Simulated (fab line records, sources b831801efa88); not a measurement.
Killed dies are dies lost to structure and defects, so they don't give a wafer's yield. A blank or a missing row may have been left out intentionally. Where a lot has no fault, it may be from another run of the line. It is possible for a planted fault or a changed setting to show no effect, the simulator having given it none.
fab line records | flow sky130 | part 2 of 2: steps 33 to 41 of 41
record: lots: 5 wafers: 15 lastDay: 50
route steps=708 shown LOCAL_INTERCONNECT@391 CONTACT@406
lots that met no fault: taken from a fault-free run of the same line
startH: hours from the record's opening day to when the first of the lot's shown wafers began | waitH: hours from the lot's prior step to this one | " identical to the entry in the row above | L1.1+2: a row that stands for several wafers | - no value present, or no start provided | * or withheld: withheld | < > ~ a bound
route shown NAME@n: a module of which the file shows steps, and the number in the route of the first | usual: mean/standard deviation taken from wafers without a fault | same: alike in all rows | chamber/n: place in a boat | sites: readings site by site | _std_site: standard deviation of those values | _edge_site: mean of outer sites minus mean of inner sites | radiusMm: for every site, how far away it sits from the centre of the wafer | mask NAME#n: copy n | behind: the tool/chamber that last shaped the wafer | hold: what put the lot on hold/how long, in hours/how the hold closed | device: which transistor (n, p or np) failed to switch | end of line: the same wafers' tests at the end of the route | for a step that has no rows: nothing shown but its recipe | killed: dies that structure and defects cost at the first sort, which is not the same as the wafer's yield | map: shows each die of a wafer: x if killed, . if not, _ if none is there
set.NAME: the setting as run; set.NAME@STEP: as run at that earlier step | model.NAME: the simulator's own value behind a step, which no gauge read
lots seen at some steps along the route; tables by step, rows by wafer
services: when a tool's chamber went out of use (startH, in hours from the record's first day, below 0 if earlier), for how many hours, and the reason
== steps ==
step: SKY_CONTACT_ETCH_17
recipe: target: SiO2 chemistry: C4F8/O2/Ar stopOn: Si3N4 maskMaterial: KrF-thick sourceW: 1500 biasW: 1200 pressureMtorr: 40 c4f8FlowSccm: withheld O2_flow_sccm: 6 Ar_flow_sccm: 300 timeS: withheld targetDepthA: 3400
usual: biasW: 1200/3.5 oesProductAu: 0.892/0.0047
columns lot.wafer tool chamber startH waitH biasW oesProductAu
L079.1 rieDiel-03 2 808.63 0.0 1206 0.892
L079.3 " 0 " " 1198 0.896
L079.5 " 2 " " 1203 0.903
L081.1 rieDiel-02 3 823.68 0.0 1197 0.896
L081.2 " 0 " " 1198 0.897
L081.4 " 2 " " 1202 0.892
L094.2 rieDiel-04 2 887.22 0.0 1201 0.896
L094.3 " 3 " " 1201 0.896
L094.4 " 0 " " 1196 0.898
L095.1 rieDiel-04 0 907.52 0.0 1198 0.898
L095.2 " 3 " " 1199 0.894
L095.3 " 1 " " 1210 0.893
L096.3 rieDiel-04 3 908.95 0.0 1199 0.890
L096.5 " 2 " " 1200 0.891
L096.6 " 3 " " 1200 0.887
step: SKY_CONTACT_ETCH_18
recipe: target: Si3N4 chemistry: CHF3/O2 stopOn: TiN sourceW: 600 biasW: 200 pressureMtorr: 40 chf3FlowSccm: 50 O2_flow_sccm: 5 timeS: 39 targetDepthA: 750
usual: biasW: 200.0/0.64 chf3FlowSccm: 50.00/0.14 drypumpMotorCurrentA: 5.5/0.57 oesProductAu: 0.853/0.0079 throttleValvePct: 8.793/0.0085
columns lot.wafer tool chamber startH waitH biasW chf3FlowSccm drypumpMotorCurrentA oesProductAu rfHoursCounterH throttleValvePct
L079.1 rieDiel-03 2 - - 200.7 50.13 5.1 0.848 9 8.780
L079.3 " 0 " " 201.0 50.10 6.3 0.847 20 8.787
L079.5 " 2 " " 201.2 49.96 5.1 0.857 - 8.808
L081.1 rieDiel-02 3 - - 199.7 50.01 6.8 0.858 12 8.796
L081.2 " 0 " " 199.5 49.93 6.3 0.850 14 8.781
L081.4 " 2 " " 200.5 49.96 5.5 0.858 17 8.816
L094.2 rieDiel-04 2 - - 200.3 49.81 5.0 0.862 12 8.793
L094.3 " 3 " " 200.4 49.94 5.2 0.857 19 8.792
L094.4 " 0 " " 199.2 49.70 5.0 0.870 4 8.792
L095.1 rieDiel-04 0 - - 200.8 49.70 5.0 0.859 5 8.775
L095.2 " 3 " " 199.9 49.64 5.2 0.852 20 8.792
L095.3 " 1 " " 200.3 49.97 6.3 0.847 4 8.800
L096.3 rieDiel-04 3 - - 200.8 49.84 5.2 0.856 20 8.788
L096.5 " 2 " " 200.1 49.84 5.0 0.845 - 8.791
L096.6 " 3 " " 200.6 50.05 5.2 0.852 - 8.798
step: SKY_CONTACT_STRIP_19
recipe: chemistry: O2/N2 powerW: 1400 pressureMtorr: 1500 platenTempC: withheld o2FlowSccm: 3000 n2FlowSccm: 300 overashFraction: 0.5
usual: drypumpMotorCurrentA: 5.8/0.31 oesProductAu: 0.380/0.0042 stripTimeToEndpointS: 3.602/0.024
columns lot.wafer tool chamber startH waitH drypumpMotorCurrentA oesProductAu rfHoursCounterH stripTimeToEndpointS
L079.1 plasmaAsher-02 1 808.72 - 5.7 0.376 7 3.567
L079.3 " 0 " " 5.9 0.380 - 3.553
L079.5 " 1 " " 5.7 0.386 - 3.557
L081.1 plasmaAsher-01 1 823.77 - 5.8 0.384 97 3.553
L081.2 " 0 " " 6.3 0.381 97 3.604
L081.4 " 0 " " 6.3 0.383 - 3.603
L094.2 plasmaAsher-02 0 887.31 - 5.9 0.381 12 3.590
L094.3 " 0 " " 5.9 0.380 - 3.580
L094.4 " 1 " " 5.7 0.378 - 3.582
L095.1 plasmaAsher-02 0 907.61 - 5.9 0.384 14 3.616
L095.2 " 1 " " 5.7 0.380 14 3.594
L095.3 " 1 " " 5.7 0.380 - 3.641
L096.3 plasmaAsher-01 1 909.07 - 5.8 0.381 - 3.571
L096.5 " 1 " " 5.8 0.370 - 3.604
L096.6 " 0 " " 6.3 0.380 - 3.587
step: SKY_CONTACT_STRIP_20
recipe: chemistry: postEtchResidueRemover timeS: 1200 tempC: 72.5
columns lot.wafer tool chamber startH waitH
L079.1+3+5 wetBench-04 0 808.82 0.1
L081.1+2+4 wetBench-04 1 823.87 0.1
L094.2+3+4 wetBench-04 1 887.41 0.1
L095.1+2+3 wetBench-04 0 907.71 0.1
L096.3+5+6 wetBench-03 1 909.14 0.0
step: SKY_CONTACT_CLEAN_21
recipe: chemistry: IPA timeS: 180 tempC: 25
columns lot.wafer tool chamber startH waitH
L079.1+3+5 wetBench-03 3 809.16 0.0
L081.1+2+4 wetBench-03 2 824.24 0.0
L094.2+3+4 wetBench-02 1 887.76 0.0
L095.1+2+3 wetBench-02 1 908.12 0.0
L096.3+5+6 wetBench-04 3 909.48 0.0
step: SKY_CONTACT_CLEAN_22
recipe: chemistry: O3/DIW dry: n2Spin
columns lot.wafer tool chamber startH waitH
L079.1+3+5 wetBench-02 1 809.23 0.0
L081.1+2+4 wetBench-04 3 824.30 0.0
L094.2+3+4 wetBench-03 0 887.88 0.0
L095.1+2+3 wetBench-04 1 908.25 0.0
L096.3+5+6 wetBench-04 1 909.55 0.0
step: SKY_CONTACT_SPUTTER_23
recipe: material: TiN targetThkNm: 20 chamberPressurePa: 5 powerW: 4000 timeS: 80
usual: throttleValvePct: 29.9/1.1
columns lot.wafer tool chamber startH waitH throttleValvePct
L079.1 pvdSputter-03 - 809.33 0.0 31.1
L079.3 " - " " 30.3
L079.5 " - " " 30.0
L081.1 pvdSputter-01 - 824.40 0.0 30.5
L081.2 " - " " 29.9
L081.4 " - " " 29.9
L094.2 pvdSputter-01 - 887.97 0.0 28.2
L094.3 " - " " 29.8
L094.4 " - " " 30.9
L095.1 pvdSputter-01 - 908.36 0.0 29.9
L095.2 " - " " 28.2
L095.3 " - " " 30.8
L096.3 pvdSputter-02 - 909.66 0.0 30.7
L096.5 " - " " 28.7
L096.6 " - " " 30.9
step: SKY_CONTACT_CVD_24
recipe: material: W targetThkNm: 340 timeS: 102.12 tempC: 400 pressureTorr: 40
usual: heaterPowerW: 817/34
columns lot.wafer tool chamber startH waitH heaterPowerW
L079.1 cvdW-01 0 809.39 0.0 779
L079.3 " 0 " " 768
L079.5 " 1 " " 823
L081.1 cvdW-02 1 824.46 0.0 813
L081.2 " 0 " " 839
L081.4 " 0 " " 849
L094.2 cvdW-02 0 888.04 0.0 864
L094.3 " 0 " " 859
L094.4 " 1 " " 788
L095.1 cvdW-01 0 908.42 0.0 770
L095.2 " 1 " " 842
L095.3 " 1 " " 854
L096.3 cvdW-01 0 909.76 0.1 773
L096.5 " 1 " " 848
L096.6 " 0 " " 790
step: SKY_CONTACT_RS_MEAS_25
recipe: thkMeasGauge: four-point-probe reads: W_of_CONTACT_CVD_24+TiN_of_CONTACT_SPUTTER_23
usual: CONTACT_W_RS: 0.337/0.0044
columns lot.wafer tool chamber startH waitH CONTACT_W_RS[ohm/sq]
L079.1 filmMetro-04 - 809.50 0.1 0.339
L079.3 " - " " 0.338
L079.5 " - " " 0.344
L081.1 filmMetro-02 - 824.57 0.1 0.335
L081.2 " - " " 0.331
L081.4 " - " " 0.331
L094.2 filmMetro-02 - 888.17 0.1 0.334
L094.3 " - " " 0.336
L094.4 " - " " 0.340
L095.1 filmMetro-01 - 908.53 0.1 0.340
L095.2 " - " " 0.338
L095.3 " - " " 0.342
L096.3 filmMetro-04 - 909.87 0.1 0.338
L096.5 " - " " 0.335
L096.6 " - " " 0.340
== services ==
columns tool chamber startH hours kind
rieDiel-04 1 749.76 14.4 repair
pvdSputter-01 - 768.24 0.6 repair
pecvd-01 - 785.55 0.7 repair
krfScanner-01 - 789.78 0.8 pm
rieMetal-01 0 791.47 2.3 repair
rieDiel-04 - 795.13 14.6 pm
krfScanner-01 - 796.65 1.3 pm
rieDiel-03 0 796.75 4.4 repair
cvdW-01 - 799.95 2.8 pm
pecvd-01 - 801.15 14.6 pm
krfScanner-02 - 810.87 1.0 pm
rieDiel-04 - 814.80 0.6 repair
rieDiel-02 0 816.98 3.0 repair
pvdSputter-01 - 819.52 3.0 repair
hdpcvd-01 - 822.80 1.8 repair
cmp-01 - 831.57 1.0 repair
krfScanner-02 - 834.23 4.4 pm
plasmaAsher-02 - 834.47 28.1 pm
krfScanner-01 - 843.75 1.0 pm
krfScanner-02 - 846.73 1.9 repair
krfScanner-01 - 861.71 4.0 pm
krfScanner-02 - 885.80 0.6 repair
plasmaAsher-01 - 905.11 3.0 repair
krfScanner-02 - 906.04 0.8 pm
